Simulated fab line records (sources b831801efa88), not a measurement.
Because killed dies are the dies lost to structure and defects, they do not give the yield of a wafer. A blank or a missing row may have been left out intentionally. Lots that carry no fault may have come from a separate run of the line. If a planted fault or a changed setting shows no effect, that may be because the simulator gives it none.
Which tool was responsible? / flow sky130 / 36 wafers from 12 lots sampled at 5 of the route's 708 steps

WHAT THE GAUGES READ, wafer by wafer
SKY_METAL1_THK_MEAS_06: measures by xrf.
lot=L692; measured=day 31 09:33; on=film metro-01; METAL1_ALCU_THK (nm)=254.6 254.1 254.4
lot=L694; measured=day 32 07:01; on=film metro-02; METAL1_ALCU_THK (nm)=256.5 259.1 257.1
lot=L704; measured=day 36 05:40; on=film metro-04; METAL1_ALCU_THK (nm)=254.2 256.2 252.7
lot=L706; measured=day 36 07:25; on=film metro-01; METAL1_ALCU_THK (nm)=251.6 254.8 252.5
lot=L707; measured=day 36 10:44; on=film metro-04; METAL1_ALCU_THK (nm)=255.4 256.6 259.0
lot=L708; measured=day 36 16:43; on=film metro-04; METAL1_ALCU_THK (nm)=254.6 255.8 251.9
lot=L709; measured=day 37 06:34; on=film metro-02; METAL1_ALCU_THK (nm)=253.5 256.4 254.0
lot=L710; measured=day 38 03:19; on=film metro-02; METAL1_ALCU_THK (nm)=260.0 258.3 257.5
lot=L711; measured=day 38 06:44; on=film metro-01; METAL1_ALCU_THK (nm)=252.2 252.4 252.0
lot=L712; measured=day 38 08:52; on=film metro-02; METAL1_ALCU_THK (nm)=253.4 250.8 252.6
lot=L713; measured=day 38 13:21; on=film metro-04; METAL1_ALCU_THK (nm)=254.1 257.1 253.9
lot=L714; measured=day 38 20:08; on=film metro-01; METAL1_ALCU_THK (nm)=252.7 256.1 251.8

SKY_VIA1_THK_MEAS_01.
lot=L692; measured=day 32 14:36; on=film metro-01; VIA1_HDPCVD_THK (nm)=1029 1034 1038
lot=L694; measured=day 33 11:09; on=film metro-03; VIA1_HDPCVD_THK (nm)=1685 1025 1680
lot=L704; measured=day 37 08:44; on=film metro-03; VIA1_HDPCVD_THK (nm)=1029 1036 1015
lot=L706; measured=day 37 10:24; on=film metro-04; VIA1_HDPCVD_THK (nm)=1024 1033 1038
lot=L707; measured=day 37 14:10; on=film metro-03; VIA1_HDPCVD_THK (nm)=1025 1026 1026
lot=L708; measured=day 37 19:25; on=film metro-01; VIA1_HDPCVD_THK (nm)=1036 1034 1039
lot=L709; measured=day 38 08:37; on=film metro-01; VIA1_HDPCVD_THK (nm)=1038 1033 1034
lot=L710; measured=day 39 05:31; on=film metro-04; VIA1_HDPCVD_THK (nm)=1042 1045 1034
lot=L711; measured=day 39 08:56; on=film metro-03; VIA1_HDPCVD_THK (nm)=1037 1015 1014
lot=L712; measured=day 39 10:58; on=film metro-03; VIA1_HDPCVD_THK (nm)=1037 1028 1039
lot=L713; measured=day 39 15:24; on=film metro-01; VIA1_HDPCVD_THK (nm)=1021 1032 1034
lot=L714; measured=day 39 22:08; on=film metro-01; VIA1_HDPCVD_THK (nm)=1035 1021 1033

SKY_VIA1_CD_MEAS_12 targets a cd of 150 nm.
lot=L692; measured=day 33 17:40; on=cd sem-02; cd nm (nm)=153.2 151.1 153.5
lot=L694; measured=day 34 13:42; on=cd sem-02; cd nm (nm)=149.0 149.6 149.3
lot=L704; measured=day 38 11:03; on=cd sem-02; cd nm (nm)=153.6 154.4 152.0
lot=L706; measured=day 38 12:35; on=cd sem-02; cd nm (nm)=151.5 151.7 150.5
lot=L707; measured=day 38 16:15; on=cd sem-01; cd nm (nm)=151.4 151.0 150.8
lot=L708; measured=day 38 20:42; on=cd sem-01; cd nm (nm)=152.6 152.3 152.9
lot=L709; measured=day 39 10:23; on=cd sem-02; cd nm (nm)=149.2 150.5 148.6
lot=L710; measured=day 40 05:59; on=cd sem-01; cd nm (nm)=148.9 148.8 150.1
lot=L711; measured=day 40 09:49; on=cd sem-02; cd nm (nm)=150.9 150.4 149.5
lot=L712; measured=day 40 12:12; on=cd sem-02; cd nm (nm)=150.0 147.7 148.2
lot=L713; measured=day 40 16:21; on=cd sem-02; cd nm (nm)=148.2 148.7 147.0
lot=L714; measured=day 40 23:02; on=cd sem-02; cd nm (nm)=147.9 152.2 151.3

WHAT TOOL EACH LOT RAN ON (gives the tool, then ch and the chambers of the sampled wafers, and finally the start)
lot=L692; SKY_CONTACT_CMP_27=cmp-01 ch 0,3, day 31 08:59; SKY_VIA1_HDPCVD_00=hdpcvd-02 ch 0,1, day 32 14:29
lot=L694; SKY_CONTACT_CMP_27=cmp-01 ch 2,3, day 32 06:28; SKY_VIA1_HDPCVD_00=hdpcvd-02 ch 0,1, day 33 11:02
lot=L704; SKY_CONTACT_CMP_27=cmp-02 ch 0,2, day 36 05:04; SKY_VIA1_HDPCVD_00=hdpcvd-02 ch 0,1,2, day 37 08:38
lot=L706; SKY_CONTACT_CMP_27=cmp-01 ch 2,3, day 36 06:53; SKY_VIA1_HDPCVD_00=hdpcvd-02 ch 0,1, day 37 10:17
lot=L707; SKY_CONTACT_CMP_27=cmp-02 ch 0,1, day 36 10:11; SKY_VIA1_HDPCVD_00=hdpcvd-02 ch 0,1,2, day 37 14:03
lot=L708; SKY_CONTACT_CMP_27=cmp-02 ch 1,3, day 36 16:12; SKY_VIA1_HDPCVD_00=hdpcvd-01 ch 0,2, day 37 19:18
lot=L709; SKY_CONTACT_CMP_27=cmp-02 ch 1,3, day 37 06:03; SKY_VIA1_HDPCVD_00=hdpcvd-01 ch 0,2, day 38 08:29
lot=L710; SKY_CONTACT_CMP_27=cmp-02 ch 0,1,2, day 38 02:50; SKY_VIA1_HDPCVD_00=hdpcvd-01 ch 0,1, day 39 05:23
lot=L711; SKY_CONTACT_CMP_27=cmp-02 ch 0,2,3, day 38 06:14; SKY_VIA1_HDPCVD_00=hdpcvd-02 ch 0,1,2, day 39 08:50
lot=L712; SKY_CONTACT_CMP_27=cmp-02 ch 1,2,3, day 38 08:23; SKY_VIA1_HDPCVD_00=hdpcvd-01 ch 0,1,2, day 39 10:50
lot=L713; SKY_CONTACT_CMP_27=cmp-02 ch 0,1,2, day 38 12:50; SKY_VIA1_HDPCVD_00=hdpcvd-01 ch 0,1,2, day 39 15:17
lot=L714; SKY_CONTACT_CMP_27=cmp-02 ch 1,2,3, day 38 19:34; SKY_VIA1_HDPCVD_00=hdpcvd-01 ch 0,1, day 39 22:01
- SKY_CONTACT_CMP_27: polishes, stops on SiO2, t overpolish 15 s, target thk 0 nm.
- SKY_VIA1_HDPCVD_00: deposits SiO2, target thk 1030 nm, time 171.7 s.

WHAT THE TOOLS THEMSELVES READ (means of the sampled wafers that have a number; where no wafer has one, the mark that the record gives instead)
SKY_CONTACT_CMP_27.
lot=L692; tool=cmp-01; motor current A (A)=10.7; overpolish run s (s)=14.996; retaining ring pressure frac=1.004; time to endpoint s (s)=83.5
lot=L694; tool=cmp-01; motor current A (A)=12.3; overpolish run s (s)=15.003; retaining ring pressure frac=0.997; time to endpoint s (s)=85.3
lot=L704; tool=cmp-02; motor current A (A)=10.8; overpolish run s (s)=15.010; retaining ring pressure frac=0.999; time to endpoint s (s)=86.4
lot=L706; tool=cmp-01; motor current A (A)=12.4; overpolish run s (s)=15.008; retaining ring pressure frac=0.997; time to endpoint s (s)=83.3
lot=L707; tool=cmp-02; motor current A (A)=10.2; overpolish run s (s)=15.001; retaining ring pressure frac=0.999; time to endpoint s (s)=84.1
lot=L708; tool=cmp-02; motor current A (A)=11.4; overpolish run s (s)=14.994; retaining ring pressure frac=1.003; time to endpoint s (s)=86.5
lot=L709; tool=cmp-02; motor current A (A)=11.8; overpolish run s (s)=14.998; retaining ring pressure frac=1.001; time to endpoint s (s)=83.9
lot=L710; tool=cmp-02; motor current A (A)=10.4; overpolish run s (s)=15.005; retaining ring pressure frac=0.994; time to endpoint s (s)=81.8
lot=L711; tool=cmp-02; motor current A (A)=10.8; overpolish run s (s)=15.000; retaining ring pressure frac=0.996; time to endpoint s (s)=82.8
lot=L712; tool=cmp-02; motor current A (A)=11.5; overpolish run s (s)=14.998; retaining ring pressure frac=1.003; time to endpoint s (s)=78.7
lot=L713; tool=cmp-02; motor current A (A)=10.2; overpolish run s (s)=14.993; retaining ring pressure frac=1.002; time to endpoint s (s)=83.6
lot=L714; tool=cmp-02; motor current A (A)=11.9; overpolish run s (s)=15.005; retaining ring pressure frac=1.001; time to endpoint s (s)=85.6

THE ANSWER, worked out from the rows above alone
Rule: what is usual is taken from the lots themselves. The widest of any qualifying gaps counts: lots, ordered by their means at a reading, are off when they make up no more than a third of the lots, leave a main group of 4 or more, and stand apart from it by 3 or more times the standard deviation of that group's means. A main group whose means are all the same, to the digits that the tables above print for the reading, isn't used. Also off: a lot with no number at a reading for which 4 or more lots have one. All remaining lots with rows at the step are treated as sound. After the gauges, taken in route order, come the tools' own readings; for these a lot's mean is taken, as printed above. At the first step where some lot is off, the reading lying furthest off is the one used; lots without a number count as furthest.
Off: L694, seen at SKY_VIA1_THK_MEAS_01 (VIA1_HDPCVD_THK). The main group has a mean of 1031 nm with a standard deviation of 5.1.
A tool fits if, at a process step before that reading, it ran every lot that is off, and no sound lot after the first of them. The gauges at SKY_VIA1_THK_MEAS_01 are tried like those tools. No candidate that was tried fits.

WHAT HAD BEEN PUT IN BY THE SIMULATOR
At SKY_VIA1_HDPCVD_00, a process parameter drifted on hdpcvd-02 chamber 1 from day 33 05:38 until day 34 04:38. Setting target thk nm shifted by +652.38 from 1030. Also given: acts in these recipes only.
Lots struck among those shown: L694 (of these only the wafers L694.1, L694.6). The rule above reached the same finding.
